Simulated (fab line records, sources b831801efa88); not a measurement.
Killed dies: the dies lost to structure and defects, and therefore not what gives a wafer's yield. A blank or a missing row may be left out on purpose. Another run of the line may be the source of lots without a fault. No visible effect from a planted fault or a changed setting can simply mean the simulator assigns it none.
Matching of chambers    flow sfq line    SFQ_TRILAYER_I2_CMP_CMP_064 on cmp-02: 4 sister chambers
The step polishes SiO2. 8 wafers are shown with their chamber, then 9 later ones without.

WAFERS PAIRED WITH THEIR CHAMBERS
wafer   chamber  motor current A (A)  retaining ring pressure frac
L574.3  3        12.1                 1.003
L576.2  3        12.0                 0.999
L581.6  2        9.4                  0.994
L584.3  0        9.7                  0.994
L584.6  0        9.5                  0.997
L588.1  1        10.2                 0.999
L588.3  2        9.8                  0.998
L588.5  1        9.8                  1.000

WAFERS WITH NO CHAMBER GIVEN
wafer   motor current A (A)  retaining ring pressure frac
L593.1  9.4                  0.999
L593.4  9.9                  0.991
L593.5  10.3                 0.995
L594.3  12.1                 1.000
L594.1  9.7                  1.003
L594.6  11.7                 1.004
L596.1  11.8                 0.999
L596.2  9.7                  1.004
L596.3  9.3                  1.000

CHAMBER TAKEN BY EACH
wafer   from the rows above           in truth
L593.1  can't be placed: 2 or 0 or 1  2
L593.4  can't be placed: 0 or 2 or 1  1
L593.5  can't be placed: 1 or 0 or 2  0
L594.3  3                             3
L594.1  can't be placed: 1 or 2 or 0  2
L594.6  3                             3
L596.1  3                             3
L596.2  can't be placed: 1 or 2 or 0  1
L596.3  can't be placed: 2 or 0 or 1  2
Correctly placed: 3 of 9. Cannot be placed on the basis of these rows: 6; the candidates contain the true chamber in 6. Placed wrongly: 0.
How it was worked out, from the rows above alone: a wafer's distance from a chamber is the root of the sum, over the readings, of the square of ((its reading less the chamber's mean) divided by the reading's scatter). If the next closest chamber is less than 2 further off than the closest, the wafer can't be placed; otherwise it belongs to the closest. For every chamber, the mean is computed from those of its wafers that are shown. The scatter is the square root of a quotient: the sum, over the shown wafers, of each reading's squared deviation from its chamber's mean, divided by wafers minus chambers.
